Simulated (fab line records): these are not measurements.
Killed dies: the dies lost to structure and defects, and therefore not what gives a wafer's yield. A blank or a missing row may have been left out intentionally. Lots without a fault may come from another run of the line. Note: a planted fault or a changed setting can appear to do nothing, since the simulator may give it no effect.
fab line records -- flow gf180mcu -- part 1 of 2: steps 1 to 27 of 38
[record] lots = 5, wafers = 15, lastDay = 34
route steps=602 shown M2@362 V2@382
lots that met no fault: taken from a fault-free run of the same line
startH: the number of hours between the record's first day and the start of the first shown wafer of the lot -- waitH: hours elapsed since this lot's preceding step -- " same as the row above -- L1.1+2: several wafers, shown together as one row -- - no value present, or no start provided -- * or withheld: withheld -- < > ~ a bound
route shown NAME@n: NAME is a module with steps in the file, n the number in the route of the first one -- usual: mean/standard deviation of fault-free wafers -- same: alike in all rows -- chamber/n: place in a boat -- sites: each site's reading -- _std_site: their standard deviation -- _edge_site: inner sites' mean taken away from outer sites' mean -- radiusMm: how far each site lies from the wafer's centre -- mask NAME#n: copy n -- behind: the last tool/chamber to shape the wafer -- hold: why the lot was held/for how many hours/how that ended -- device: the n, p or np transistor that did not switch -- end of line: the same wafers' tests at the end of the route -- a step with no rows: only its recipe -- killed: the dies lost at the first sort to structure and to defects; this is not the yield of the wafer -- map: a wafer's dies, marking killed ones x, the rest . and places with no die _
set.NAME: setting as actually run; set.NAME@STEP: the setting as run at that earlier step -- model.NAME: the simulator's own value behind a step, which no gauge read
certain route steps with their lots: each step a table, each wafer a row
services: when a tool's chamber went out of use (startH, in hours from the record's first day, below 0 if earlier), for how many hours, and the reason
[[steps]]
[step GF_M2_SPUTTER_00]
[recipe] material = Ti, targetThkNm = 37.5, arrivingIonEnergyEv = 80, substrateTempC = 200, chamberPressurePa = 2, powerW = 4000, timeS = 150
[usual] throttleValvePct = 30.3/0.73
lot.wafer,tool,chamber,startH,waitH,throttleValvePct
L086.2,pvdSputter-02,-,522.53,0.1,29.3
L086.3,pvdSputter-02,-,522.53,0.1,29.9
L086.4,pvdSputter-02,-,522.53,0.1,30.3
L089.2,pvdSputter-01,-,550.08,0.2,31.6
L089.3,pvdSputter-01,-,550.08,0.2,29.8
L089.5,pvdSputter-01,-,550.08,0.2,30.0
L090.2,pvdSputter-04,-,557.89,0.2,30.8
L090.4,pvdSputter-04,-,557.89,0.2,31.3
L090.6,pvdSputter-04,-,557.89,0.2,31.2
L093.2,pvdSputter-01,-,576.35,0.1,29.4
L093.4,pvdSputter-01,-,576.35,0.1,30.2
L093.6,pvdSputter-01,-,576.35,0.1,29.1
L096.3,pvdSputter-01,-,601.78,0.1,31.7
L096.5,pvdSputter-01,-,601.78,0.1,29.2
L096.6,pvdSputter-01,-,601.78,0.1,31.5
[step GF_M2_SPUTTER_01]
[recipe] material = TiN, targetThkNm = 30, powerW = 6500, timeS = 25, chamberPressurePa = 0.4
[usual] throttleValvePct = 30.3/0.73
lot.wafer,tool,chamber,startH,waitH,throttleValvePct
L086.2,pvdSputter-02,-,522.63,0.1,29.2
L086.3,pvdSputter-02,-,522.63,0.1,29.5
L086.4,pvdSputter-02,-,522.63,0.1,30.6
L089.2,pvdSputter-01,-,550.18,0.1,31.7
L089.3,pvdSputter-01,-,550.18,0.1,29.6
L089.5,pvdSputter-01,-,550.18,0.1,29.8
L090.2,pvdSputter-04,-,557.99,0.1,30.5
L090.4,pvdSputter-04,-,557.99,0.1,30.9
L090.6,pvdSputter-04,-,557.99,0.1,30.9
L093.2,pvdSputter-01,-,576.45,0.1,29.2
L093.4,pvdSputter-01,-,576.45,0.1,30.1
L093.6,pvdSputter-01,-,576.45,0.1,29.1
L096.3,pvdSputter-01,-,601.88,0.1,31.9
L096.5,pvdSputter-01,-,601.88,0.1,29.4
L096.6,pvdSputter-01,-,601.88,0.1,31.6
[step GF_M2_SPUTTER_02]
[recipe] material = AlCu, targetThkNm = 450, powerW = 10600, timeS = 23.9, chamberPressurePa = 0.4
[usual] throttleValvePct = 30.3/0.72
lot.wafer,tool,chamber,startH,waitH,throttleValvePct
L086.2,pvdSputter-02,-,522.66,0.0,29.4
L086.3,pvdSputter-02,-,522.66,0.0,29.5
L086.4,pvdSputter-02,-,522.66,0.0,30.5
L089.2,pvdSputter-01,-,550.21,0.0,31.7
L089.3,pvdSputter-01,-,550.21,0.0,29.8
L089.5,pvdSputter-01,-,550.21,0.0,30.1
L090.2,pvdSputter-04,-,558.02,0.0,30.5
L090.4,pvdSputter-04,-,558.02,0.0,31.1
L090.6,pvdSputter-04,-,558.02,0.0,31.3
L093.2,pvdSputter-01,-,576.48,0.0,29.1
L093.4,pvdSputter-01,-,576.48,0.0,30.1
L093.6,pvdSputter-01,-,576.48,0.0,29.2
L096.3,pvdSputter-01,-,601.91,0.0,31.7
L096.5,pvdSputter-01,-,601.91,0.0,29.3
L096.6,pvdSputter-01,-,601.91,0.0,31.7
[step GF_M2_SPUTTER_03]
[recipe] material = Ti, targetThkNm = 10, substrateTempC = 300, chamberPressurePa = 0.3, powerW = 3000, timeS = 6.7
[usual] throttleValvePct = 30.3/0.73
lot.wafer,tool,chamber,startH,waitH,throttleValvePct
L086.2,pvdSputter-02,-,522.69,0.0,29.3
L086.3,pvdSputter-02,-,522.69,0.0,29.5
L086.4,pvdSputter-02,-,522.69,0.0,30.5
L089.2,pvdSputter-01,-,550.24,0.0,31.8
L089.3,pvdSputter-01,-,550.24,0.0,29.6
L089.5,pvdSputter-01,-,550.24,0.0,30.0
L090.2,pvdSputter-04,-,558.05,0.0,30.4
L090.4,pvdSputter-04,-,558.05,0.0,31.1
L090.6,pvdSputter-04,-,558.05,0.0,31.2
L093.2,pvdSputter-01,-,576.51,0.0,29.2
L093.4,pvdSputter-01,-,576.51,0.0,30.0
L093.6,pvdSputter-01,-,576.51,0.0,29.4
L096.3,pvdSputter-01,-,601.94,0.0,31.9
L096.5,pvdSputter-01,-,601.94,0.0,29.2
L096.6,pvdSputter-01,-,601.94,0.0,31.6
[step GF_M2_SPUTTER_04]
[recipe] material = TiN, targetThkNm = 50, powerW = 6500, timeS = 41.7, chamberPressurePa = 0.4
[usual] throttleValvePct = 30.3/0.7
lot.wafer,tool,chamber,startH,waitH,throttleValvePct
L086.2,pvdSputter-02,-,522.71,0.0,29.3
L086.3,pvdSputter-02,-,522.71,0.0,29.9
L086.4,pvdSputter-02,-,522.71,0.0,30.6
L089.2,pvdSputter-01,-,550.26,0.0,31.6
L089.3,pvdSputter-01,-,550.26,0.0,29.9
L089.5,pvdSputter-01,-,550.26,0.0,29.9
L090.2,pvdSputter-04,-,558.07,0.0,30.8
L090.4,pvdSputter-04,-,558.07,0.0,31.2
L090.6,pvdSputter-04,-,558.07,0.0,30.9
L093.2,pvdSputter-01,-,576.53,0.0,29.1
L093.4,pvdSputter-01,-,576.53,0.0,30.1
L093.6,pvdSputter-01,-,576.53,0.0,29.3
L096.3,pvdSputter-01,-,601.96,0.0,31.5
L096.5,pvdSputter-01,-,601.96,0.0,29.3
L096.6,pvdSputter-01,-,601.96,0.0,31.9
[step GF_M2_RS_MEAS_05]
[recipe] thkMeasGauge = four-point-probe, reads = TiN_of_M2_SPUTTER_04+Ti_of_M2_SPUTTER_03+AlCu_of_M2_SPUTTER_02+TiN_of_M2_SPUTTER_01+Ti_of_M2_SPUTTER_00
[usual] M2_ALCU_RS = 0.0695/0.00063
lot.wafer,tool,chamber,startH,waitH,M2_ALCU_RS[ohm/sq]
L086.2,filmMetro-03,-,522.77,0.0,0.0689
L086.3,filmMetro-03,-,522.77,0.0,0.0695
L086.4,filmMetro-03,-,522.77,0.0,0.0697
L089.2,filmMetro-04,-,550.32,0.0,0.0702
L089.3,filmMetro-04,-,550.32,0.0,0.0692
L089.5,filmMetro-04,-,550.32,0.0,0.0697
L090.2,filmMetro-01,-,558.13,0.0,0.0691
L090.4,filmMetro-01,-,558.13,0.0,0.0697
L090.6,filmMetro-01,-,558.13,0.0,0.0700
L093.2,filmMetro-04,-,576.59,0.0,0.0682
L093.4,filmMetro-04,-,576.59,0.0,0.0693
L093.6,filmMetro-04,-,576.59,0.0,0.0683
L096.3,filmMetro-04,-,602.04,0.1,0.0705
L096.5,filmMetro-04,-,602.04,0.1,0.0697
L096.6,filmMetro-04,-,602.04,0.1,0.0702
[step GF_M2_THK_MEAS_06]
[recipe] thkMeasGauge = xrf, reads = AlCu_of_M2_SPUTTER_02
[usual] M2_ALCU_THK = 446/4.7
lot.wafer,tool,chamber,startH,waitH,M2_ALCU_THK[nm]
L086.2,filmMetro-03,-,522.88,0.1,451
L086.3,filmMetro-03,-,522.88,0.1,448
L086.4,filmMetro-03,-,522.88,0.1,446
L089.2,filmMetro-04,-,550.43,0.1,443
L089.3,filmMetro-04,-,550.43,0.1,449
L089.5,filmMetro-04,-,550.43,0.1,448
L090.2,filmMetro-01,-,558.24,0.1,447
L090.4,filmMetro-01,-,558.24,0.1,439
L090.6,filmMetro-01,-,558.24,0.1,438
L093.2,filmMetro-04,-,576.70,0.1,454
L093.4,filmMetro-04,-,576.70,0.1,452
L093.6,filmMetro-04,-,576.70,0.1,455
L096.3,filmMetro-04,-,602.14,0.1,441
L096.5,filmMetro-04,-,602.14,0.1,445
L096.6,filmMetro-04,-,602.14,0.1,443
[step GF_M2_DEHYDRATE_07]
[recipe] tempC = 200, timeS = 60
[usual] plateTempC = 199.99/0.18
lot.wafer,tool,chamber,startH,waitH,plateTempC
L086.2,lithoTrack-01,0,533.90,11.0,200.25
L086.3,lithoTrack-01,0,533.90,11.0,199.94
L086.4,lithoTrack-01,0,533.90,11.0,200.25
L089.2,lithoTrack-03,0,560.54,10.1,199.66
L089.3,lithoTrack-03,0,560.54,10.1,199.61
L089.5,lithoTrack-03,0,560.54,10.1,199.92
L090.2,lithoTrack-02,0,568.41,10.2,200.20
L090.4,lithoTrack-02,0,568.41,10.2,200.05
L090.6,lithoTrack-02,0,568.41,10.2,199.96
L093.2,lithoTrack-02,0,586.61,9.9,199.89
L093.4,lithoTrack-02,0,586.61,9.9,200.00
L093.6,lithoTrack-02,0,586.61,9.9,199.67
L096.3,lithoTrack-01,0,611.67,9.5,200.00
L096.5,lithoTrack-01,0,611.67,9.5,199.95
L096.6,lithoTrack-01,0,611.67,9.5,200.09
[step GF_M2_HMDS_08]
[recipe] primeTimeS = 60, primeTempC = 120
lot.wafer,tool,chamber,startH,waitH
L086.2+3+4,lithoTrack-01,0,534.05,0.1
L089.2+3+5,lithoTrack-03,0,560.69,0.1
L090.2+4+6,lithoTrack-02,0,568.56,0.1
L093.2+4+6,lithoTrack-02,0,586.76,0.1
L096.3+5+6,lithoTrack-01,0,611.82,0.1
[step GF_M2_COAT_09]
[recipe] resist = KrF, spinRpm = withheld, resistThkNm = 1000
lot.wafer,tool,chamber,startH,waitH
L086.2+3+4,lithoTrack-01,0,534.20,0.1
L089.2+3+5,lithoTrack-03,0,560.84,0.1
L090.2+4+6,lithoTrack-02,0,568.71,0.1
L093.2+4+6,lithoTrack-02,0,586.91,0.1
L096.3+5+6,lithoTrack-01,0,611.97,0.1
[step GF_M2_SOFTBAKE_10]
[recipe] tempC = 130, timeS = 60, resist = KrF
[usual] plateTempC = 129.98/0.14
lot.wafer,tool,chamber,startH,waitH,plateTempC
L086.2,lithoTrack-01,0,534.35,0.1,129.91
L086.3,lithoTrack-01,0,534.35,0.1,129.99
L086.4,lithoTrack-01,0,534.35,0.1,129.72
L089.2,lithoTrack-03,0,560.99,0.1,130.17
L089.3,lithoTrack-03,0,560.99,0.1,130.08
L089.5,lithoTrack-03,0,560.99,0.1,129.97
L090.2,lithoTrack-02,0,568.86,0.1,130.15
L090.4,lithoTrack-02,0,568.86,0.1,130.17
L090.6,lithoTrack-02,0,568.86,0.1,130.00
L093.2,lithoTrack-02,0,587.06,0.1,129.96
L093.4,lithoTrack-02,0,587.06,0.1,130.15
L093.6,lithoTrack-02,0,587.06,0.1,130.11
L096.3,lithoTrack-01,0,612.12,0.1,129.80
L096.5,lithoTrack-01,0,612.12,0.1,129.92
L096.6,lithoTrack-01,0,612.12,0.1,129.95
[step GF_M2_EXPOSE_11]
[recipe] maskId = Metal2, targetCdNm = 280, na = 0.68, sourceShape = conventional, sigmaOuter = 0.6, doseMj = 28
lot.wafer,tool,chamber,startH,waitH,mask
L086.2+3+4,krfScanner-01,0,-,-,Metal2#0
L089.2+3+5,krfScanner-01,0,-,-,Metal2#0
L090.2+4+6,krfScanner-02,0,-,-,Metal2#0
L093.2+4+6,krfScanner-01,0,-,-,Metal2#0
L096.3+5+6,krfScanner-01,0,-,-,Metal2#0
[step GF_M2_PEB_12]
[recipe] pebTempC = 135, pebTimeS = 90, resist = KrF
[usual] plateTempC = 135.01/0.14
lot.wafer,tool,chamber,startH,waitH,plateTempC
L086.2,lithoTrack-02,0,-,-,135.05
L086.3,lithoTrack-02,0,-,-,135.05
L086.4,lithoTrack-02,0,-,-,135.16
L089.2,lithoTrack-03,0,-,-,135.15
L089.3,lithoTrack-03,0,-,-,134.99
L089.5,lithoTrack-03,0,-,-,134.88
L090.2,lithoTrack-02,0,-,-,135.06
L090.4,lithoTrack-02,0,-,-,135.18
L090.6,lithoTrack-02,0,-,-,135.26
L093.2,lithoTrack-01,0,-,-,135.01
L093.4,lithoTrack-01,0,-,-,134.73
L093.6,lithoTrack-01,0,-,-,135.01
L096.3,lithoTrack-02,0,-,-,134.92
L096.5,lithoTrack-02,0,-,-,134.94
L096.6,lithoTrack-02,0,-,-,135.01
[step GF_M2_DEVELOP_13]
[recipe] developTimeS = 60, devTempC = 21
[usual] developerTempC = 21.00/0.1
lot.wafer,tool,chamber,startH,waitH,developerTempC
L086.2,lithoTrack-02,0,545.56,0.2,20.88
L086.3,lithoTrack-02,0,545.56,0.2,20.89
L086.4,lithoTrack-02,0,545.56,0.2,21.02
L089.2,lithoTrack-03,0,571.39,0.2,21.00
L089.3,lithoTrack-03,0,571.39,0.2,20.96
L089.5,lithoTrack-03,0,571.39,0.2,21.25
L090.2,lithoTrack-02,0,579.76,0.2,21.10
L090.4,lithoTrack-02,0,579.76,0.2,21.02
L090.6,lithoTrack-02,0,579.76,0.2,21.22
L093.2,lithoTrack-01,0,596.80,0.2,21.13
L093.4,lithoTrack-01,0,596.80,0.2,21.02
L093.6,lithoTrack-01,0,596.80,0.2,21.00
L096.3,lithoTrack-02,0,621.78,0.1,20.92
L096.5,lithoTrack-02,0,621.78,0.1,21.18
L096.6,lithoTrack-02,0,621.78,0.1,21.08
[step GF_M2_CD_MEAS_14]
[recipe] targetCdNm = 280
[usual] cdNm = 279.6/1.2
lot.wafer,tool,chamber,startH,waitH,cdNm
L086.2,cdSem-01,-,545.70,0.1,280.4
L086.3,cdSem-01,-,545.70,0.1,282.7
L086.4,cdSem-01,-,545.70,0.1,280.8
L089.2,cdSem-02,-,571.53,0.1,281.0
L089.3,cdSem-02,-,571.53,0.1,280.4
L089.5,cdSem-02,-,571.53,0.1,281.5
L090.2,cdSem-01,-,579.90,0.1,278.3
L090.4,cdSem-01,-,579.90,0.1,278.8
L090.6,cdSem-01,-,579.90,0.1,278.0
L093.2,cdSem-02,-,596.94,0.1,276.9
L093.4,cdSem-02,-,596.94,0.1,277.5
L093.6,cdSem-02,-,596.94,0.1,277.4
L096.3,cdSem-02,-,621.92,0.1,280.4
L096.5,cdSem-02,-,621.92,0.1,281.0
L096.6,cdSem-02,-,621.92,0.1,279.4
[step GF_M2_OVL_MEAS_15]
[usual] M2_OVL = -1/5.4
lot.wafer,tool,chamber,startH,waitH,M2_OVL[nm]
L086.2,overlay-02,-,545.81,0.1,1
L086.3,overlay-02,-,545.81,0.1,-4
L086.4,overlay-02,-,545.81,0.1,-3
L089.2,overlay-02,-,571.64,0.1,3
L089.3,overlay-02,-,571.64,0.1,1
L089.5,overlay-02,-,571.64,0.1,-3
L090.2,overlay-02,-,580.01,0.1,8
L090.4,overlay-02,-,580.01,0.1,11
L090.6,overlay-02,-,580.01,0.1,4
L093.2,overlay-02,-,597.05,0.1,5
L093.4,overlay-02,-,597.05,0.1,0
L093.6,overlay-02,-,597.05,0.1,5
L096.3,overlay-02,-,622.01,0.1,8
L096.5,overlay-02,-,622.01,0.1,-6
L096.6,overlay-02,-,622.01,0.1,0
[step GF_M2_METAL_ETCH_16]
[recipe] chemistry = Cl2/BCl3, maskMaterial = KrF, targetDepthNm = 750.8, stopOn = SiO2, pressureMtorr = 8, icpW = 800, biasW = 140, Cl2_flow_sccm = 80, bcl3FlowSccm = 40, timeS = 125.1
[usual] biasW = 140.0/0.42, drypumpMotorCurrentA = 5.9/0.42, oesProductAu = 0.988/0.0049, throttleValvePct = 28.232/0.0086
lot.wafer,tool,chamber,startH,waitH,biasW,drypumpMotorCurrentA,oesProductAu,rfHoursCounterH,throttleValvePct
L086.2,rieMetal-04,1,545.84,0.0,139.6,6.6,0.982,10,28.243
L086.3,rieMetal-04,1,545.84,0.0,139.7,6.6,0.984,-,28.244
L086.4,rieMetal-04,0,545.84,0.0,140.0,6.0,0.984,-,28.227
L089.2,rieMetal-01,1,571.67,0.0,140.4,5.9,0.991,14,28.211
L089.3,rieMetal-01,1,571.67,0.0,140.0,5.8,0.990,-,28.236
L089.5,rieMetal-01,0,571.67,0.0,140.3,5.5,0.985,-,28.232
L090.2,rieMetal-02,0,580.04,0.0,139.8,5.8,0.991,11,28.225
L090.4,rieMetal-02,1,580.04,0.0,139.7,5.1,0.993,-,28.238
L090.6,rieMetal-02,0,580.04,0.0,139.9,5.8,0.984,-,28.221
L093.2,rieMetal-04,1,597.08,0.0,139.9,6.5,0.998,12,28.225
L093.4,rieMetal-04,0,597.08,0.0,140.0,5.9,1.001,-,28.222
L093.6,rieMetal-04,1,597.08,0.0,140.4,6.5,0.986,-,28.227
L096.3,rieMetal-04,0,622.08,0.1,140.0,5.9,0.991,-,28.229
L096.5,rieMetal-04,0,622.08,0.1,140.4,5.9,0.986,-,28.224
L096.6,rieMetal-04,1,622.08,0.1,139.4,6.5,0.987,-,28.232
[step GF_M2_STRIP_17]
[recipe] chemistry = O2/N2, powerW = 1400, pressureMtorr = 1500, platenTempC = 250, o2FlowSccm = 3000, n2FlowSccm = 300, overashFraction = 0.5
[usual] drypumpMotorCurrentA = 5.6/0.48, heaterPowerW = 317/32, oesProductAu = 0.538/0.005, stripTimeToEndpointS = 7.41/0.048
[same] overashFraction = 0.5
lot.wafer,tool,chamber,startH,waitH,drypumpMotorCurrentA,heaterPowerW,oesProductAu,rfHoursCounterH,stripTimeToEndpointS
L086.2,plasmaAsher-01,0,545.97,0.1,6.1,304,0.528,12,7.46
L086.3,plasmaAsher-01,0,545.97,0.1,6.1,319,0.540,-,7.46
L086.4,plasmaAsher-01,1,545.97,0.1,4.9,277,0.539,-,7.45
L089.2,plasmaAsher-01,1,571.80,0.1,4.9,287,0.538,15,7.34
L089.3,plasmaAsher-01,1,571.80,0.1,4.9,284,0.539,-,7.34
L089.5,plasmaAsher-01,0,571.80,0.1,6.1,314,0.535,-,7.35
L090.2,plasmaAsher-03,0,580.17,0.1,5.7,334,0.539,47,7.46
L090.4,plasmaAsher-03,0,580.17,0.1,5.7,333,0.545,-,7.41
L090.6,plasmaAsher-03,1,580.17,0.1,5.7,374,0.536,-,7.47
L093.2,plasmaAsher-01,0,597.21,0.1,6.2,306,0.534,19,7.37
L093.4,plasmaAsher-01,1,597.21,0.1,4.9,286,0.531,-,7.35
L093.6,plasmaAsher-01,1,597.21,0.1,4.9,281,0.541,-,7.38
L096.3,plasmaAsher-03,0,622.20,0.1,5.7,328,0.533,-,7.35
L096.5,plasmaAsher-03,0,622.20,0.1,5.7,328,0.538,-,7.35
L096.6,plasmaAsher-03,1,622.20,0.1,5.7,372,0.536,-,7.38
[step GF_M2_STRIP_18]
[recipe] chemistry = postEtchResidueRemover, timeS = 1200, tempC = 72.5
lot.wafer,tool,chamber,startH,waitH
L086.2+3+4,wetBench-03,0,546.07,0.1
L089.2+3+5,wetBench-01,1,571.90,0.1
L090.2+4+6,wetBench-02,3,580.27,0.1
L093.2+4+6,wetBench-01,3,597.31,0.1
L096.3+5+6,wetBench-03,3,622.27,0.0
[step GF_M2_CLEAN_19]
[recipe] chemistry = DIW, dry = n2Spin
lot.wafer,tool,chamber,startH,waitH
L086.2+3+4,wetBench-02,3,546.41,0.0
L089.2+3+5,wetBench-02,3,572.24,0.0
L090.2+4+6,wetBench-03,2,580.61,0.0
L093.2+4+6,wetBench-03,0,597.68,0.0
L096.3+5+6,wetBench-02,3,622.64,0.0
[step GF_V2_CVD_00]
[recipe] material = SiO2, targetThkNm = 600, sigmaOpenFrac = 0.3, tempC = 400, timeS = 100, sih4FlowSccm = 60, pressureMtorr = 6
[usual] pressureMtorr = 5.998/0.012, sih4FlowSccm = 60.02/0.19
lot.wafer,tool,chamber,startH,waitH,pressureMtorr,sih4FlowSccm
L086.2,hdpcvd-02,0,546.50,0.0,5.989,60.19
L086.3,hdpcvd-02,1,546.50,0.0,5.994,60.48
L086.4,hdpcvd-02,2,546.50,0.0,5.993,60.03
L089.2,hdpcvd-02,2,572.33,0.0,6.019,60.17
L089.3,hdpcvd-02,0,572.33,0.0,6.004,60.25
L089.5,hdpcvd-02,1,572.33,0.0,5.974,60.14
L090.2,hdpcvd-02,0,580.71,0.0,6.008,60.07
L090.4,hdpcvd-02,2,580.71,0.0,6.012,60.02
L090.6,hdpcvd-02,0,580.71,0.0,6.007,59.96
L093.2,hdpcvd-02,0,597.78,0.0,5.998,59.99
L093.4,hdpcvd-02,1,597.78,0.0,5.979,60.15
L093.6,hdpcvd-02,2,597.78,0.0,6.016,59.83
L096.3,hdpcvd-02,0,622.75,0.0,5.995,60.41
L096.5,hdpcvd-02,0,622.75,0.0,6.005,59.67
L096.6,hdpcvd-02,1,622.75,0.0,5.989,60.29
[step GF_V2_THK_MEAS_01]
[recipe] reads = SiO2_of_V2_CVD_00
[usual] V2_CVD_00_THK = 599/5.2
lot.wafer,tool,chamber,startH,waitH,V2_CVD_00_THK[nm]
L086.2,filmMetro-02,-,546.58,0.0,605
L086.3,filmMetro-02,-,546.58,0.0,604
L086.4,filmMetro-02,-,546.58,0.0,605
L089.2,filmMetro-02,-,572.42,0.0,612
L089.3,filmMetro-02,-,572.42,0.0,596
L089.5,filmMetro-02,-,572.42,0.0,596
L090.2,filmMetro-01,-,580.79,0.0,593
L090.4,filmMetro-01,-,580.79,0.0,592
L090.6,filmMetro-01,-,580.79,0.0,591
L093.2,filmMetro-01,-,597.86,0.0,602
L093.4,filmMetro-01,-,597.86,0.0,596
L093.6,filmMetro-01,-,597.86,0.0,604
L096.3,filmMetro-02,-,622.84,0.1,596
L096.5,filmMetro-02,-,622.84,0.1,602
L096.6,filmMetro-02,-,622.84,0.1,596
[step GF_V2_CVD_02]
[recipe] material = SiO2, targetThkNm = 850, precursor = TEOS, tempC = 400, timeS = 94.851, rfW = 600
[usual] heaterPowerW = 621/83
lot.wafer,tool,chamber,startH,waitH,heaterPowerW
L086.2,pecvd-01,2,546.63,0.0,596
L086.3,pecvd-01,0,546.63,0.0,601
L086.4,pecvd-01,1,546.63,0.0,585
L089.2,pecvd-04,2,572.47,0.0,523
L089.3,pecvd-04,1,572.47,0.0,576
L089.5,pecvd-04,0,572.47,0.0,470
L090.2,pecvd-01,1,580.84,0.0,592
L090.4,pecvd-01,0,580.84,0.0,607
L090.6,pecvd-01,1,580.84,0.0,679
L093.2,pecvd-01,2,597.91,0.0,687
L093.4,pecvd-01,2,597.91,0.0,692
L093.6,pecvd-01,1,597.91,0.0,575
L096.3,pecvd-04,2,622.88,0.0,536
L096.5,pecvd-04,1,622.88,0.0,666
L096.6,pecvd-04,2,622.88,0.0,573
[step GF_V2_THK_MEAS_03]
[recipe] reads = SiO2_of_V2_CVD_02
[usual] V2_CVD_02_THK = 848/10
lot.wafer,tool,chamber,startH,waitH,V2_CVD_02_THK[nm]
L086.2,filmMetro-01,-,546.71,0.0,845
L086.3,filmMetro-01,-,546.71,0.0,849
L086.4,filmMetro-01,-,546.71,0.0,853
L089.2,filmMetro-01,-,572.54,0.0,850
L089.3,filmMetro-01,-,572.54,0.0,833
L089.5,filmMetro-01,-,572.54,0.0,853
L090.2,filmMetro-02,-,580.92,0.0,844
L090.4,filmMetro-02,-,580.92,0.0,865
L090.6,filmMetro-02,-,580.92,0.0,852
L093.2,filmMetro-04,-,597.99,0.0,833
L093.4,filmMetro-04,-,597.99,0.0,866
L093.6,filmMetro-04,-,597.99,0.0,852
L096.3,filmMetro-04,-,622.97,0.1,840
L096.5,filmMetro-04,-,622.97,0.1,854
L096.6,filmMetro-04,-,622.97,0.1,864
[step GF_V2_CMP_04]
[recipe] material = SiO2, downForcePsi = 4, platenRpm = 60, padVelocityMS = 0.94248
[usual] edgeZonePressureFrac = 1.000/0.0051, motorCurrentA = 12.8/1, slurryFlowMlMin = 150.0/0.47, timeToEndpointS = 79/5.2
lot.wafer,tool,chamber,startH,waitH,edgeZonePressureFrac,motorCurrentA,slurryFlowMlMin,timeToEndpointS
L086.4,cmp-02,2,546.81,0.1,1.006,13.5,149.2,82
L086.2,cmp-02,3,546.81,0.1,1.003,12.2,150.3,81
L086.3,cmp-02,0,546.81,0.1,1.007,12.0,150.2,78
L089.3,cmp-02,3,572.59,0.0,1.003,12.2,150.6,68
L089.2,cmp-02,2,572.59,0.0,0.997,14.0,150.2,74
L089.5,cmp-02,0,572.59,0.0,0.997,12.2,149.9,75
L090.2,cmp-02,1,581.07,0.1,0.998,15.0,149.8,75
L090.4,cmp-02,2,581.07,0.1,1.001,14.2,149.2,85
L090.6,cmp-02,3,581.07,0.1,1.010,12.3,148.9,81
L093.4,cmp-01,3,598.19,0.2,1.000,12.4,149.5,80
L093.2,cmp-01,0,598.19,0.2,0.995,12.7,150.7,71
L093.6,cmp-01,3,598.19,0.2,1.002,12.1,149.5,76
L096.3,cmp-02,0,623.07,0.1,0.999,12.2,150.0,76
L096.5,cmp-02,0,623.07,0.1,1.004,11.2,150.2,76
L096.6,cmp-02,1,623.07,0.1,1.004,14.5,150.2,80
[step GF_V2_BOW_MEAS_05]
[recipe] mode = bow
[usual] V2_BOW = 99/7.8
lot.wafer,tool,chamber,startH,waitH,V2_BOW[um]
L086.2,filmMetro-01,-,547.08,0.2,102
L086.3,filmMetro-01,-,547.08,0.2,105
L086.4,filmMetro-01,-,547.08,0.2,92
L089.2,filmMetro-04,-,572.91,0.1,94
L089.3,filmMetro-04,-,572.91,0.1,97
L089.5,filmMetro-04,-,572.91,0.1,96
L090.2,filmMetro-02,-,581.29,0.2,104
L090.4,filmMetro-02,-,581.29,0.2,108
L090.6,filmMetro-02,-,581.29,0.2,97
L093.2,filmMetro-04,-,598.51,0.2,88
L093.4,filmMetro-04,-,598.51,0.2,103
L093.6,filmMetro-04,-,598.51,0.2,102
L096.3,filmMetro-04,-,623.41,0.3,91
L096.5,filmMetro-04,-,623.41,0.3,115
L096.6,filmMetro-04,-,623.41,0.3,90
[step GF_V2_DEHYDRATE_06]
[recipe] tempC = 200, timeS = 60
[usual] plateTempC = 200.00/0.15
lot.wafer,tool,chamber,startH,waitH,plateTempC
L086.2,lithoTrack-04,0,557.83,10.7,199.98
L086.3,lithoTrack-04,0,557.83,10.7,200.01
L086.4,lithoTrack-04,0,557.83,10.7,200.13
L089.2,lithoTrack-03,0,583.24,10.3,200.01
L089.3,lithoTrack-03,0,583.24,10.3,199.83
L089.5,lithoTrack-03,0,583.24,10.3,200.18
L090.2,lithoTrack-02,0,591.31,10.0,199.93
L090.4,lithoTrack-02,0,591.31,10.0,199.93
L090.6,lithoTrack-02,0,591.31,10.0,200.11
L093.2,lithoTrack-04,0,608.73,10.2,199.83
L093.4,lithoTrack-04,0,608.73,10.2,199.72
L093.6,lithoTrack-04,0,608.73,10.2,199.95
L096.3,lithoTrack-04,0,633.20,9.8,199.99
L096.5,lithoTrack-04,0,633.20,9.8,200.08
L096.6,lithoTrack-04,0,633.20,9.8,200.16
